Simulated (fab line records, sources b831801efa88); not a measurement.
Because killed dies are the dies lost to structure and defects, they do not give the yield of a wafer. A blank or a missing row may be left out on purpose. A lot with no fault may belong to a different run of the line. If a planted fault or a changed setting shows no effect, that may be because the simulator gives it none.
The tool behind it: which one? || flow sky130 || 12 lots (36 wafers sampled), 1 step of a 708-step route

## WHAT THE GAUGES READ, wafer by wafer
SKY_SD_N_RS_MEAS_18: measures by four-point-probe.
{"lot": "L075", "measured": "day 28 09:07", "on": "filmMetro-01", "RES_XHIGH_RS (ohm/sq)": "333.9 333.3 333.3"}
{"lot": "L077", "measured": "day 28 23:32", "on": "filmMetro-04", "RES_XHIGH_RS (ohm/sq)": "332.1 333.3 333.5"}
{"lot": "L079", "measured": "day 29 15:56", "on": "filmMetro-04", "RES_XHIGH_RS (ohm/sq)": "334.1 334.5 334.6"}
{"lot": "L081", "measured": "day 30 14:19", "on": "filmMetro-04", "RES_XHIGH_RS (ohm/sq)": "333.5 333.5 333.6"}
{"lot": "L083", "measured": "day 31 11:01", "on": "filmMetro-01", "RES_XHIGH_RS (ohm/sq)": "332.3 332.4 331.8"}
{"lot": "L085", "measured": "day 31 21:57", "on": "filmMetro-01", "RES_XHIGH_RS (ohm/sq)": "336.6 335.8 335.9"}
{"lot": "L087", "measured": "day 32 05:11", "on": "filmMetro-04", "RES_XHIGH_RS (ohm/sq)": "333.5 332.4 332.0"}
{"lot": "L089", "measured": "day 33 11:05", "on": "filmMetro-04", "RES_XHIGH_RS (ohm/sq)": "333.5 333.3 333.2"}
{"lot": "L091", "measured": "day 33 18:40", "on": "filmMetro-01", "RES_XHIGH_RS (ohm/sq)": "333.0 332.9 333.5"}
{"lot": "L093", "measured": "day 34 05:56", "on": "filmMetro-02", "RES_XHIGH_RS (ohm/sq)": "333.8 333.8 334.9"}
{"lot": "L095", "measured": "day 34 19:41", "on": "filmMetro-01", "RES_XHIGH_RS (ohm/sq)": "334.3 332.4 332.8"}
{"lot": "L097", "measured": "day 35 04:46", "on": "filmMetro-02", "RES_XHIGH_RS (ohm/sq)": "333.0 333.0 332.6"}

## WHICH TOOL RAN EACH LOT (tool, then ch and the chambers of the sampled wafers, then the start)
The record shows no process step preceding these readings.

## THE ANSWER, worked out from the rows above alone
Rule: what is usual is taken from the lots themselves. The widest of any qualifying gaps counts: lots, ordered by their means at a reading, are off when they make up no more than a third of the lots, leave a main group of 4 or more, and stand apart from it by 3 or more times the standard deviation of that group's means. Not used: any main group whose means are identical at the precision the tables above print for the reading. A lot without any number at a reading at which 4 lots or more have one is off too. The other lots that the step has rows for count as sound.
No lot is off at any reading shown: from this, nothing can be told.

## WHAT THE SIMULATOR HAD INSERTED
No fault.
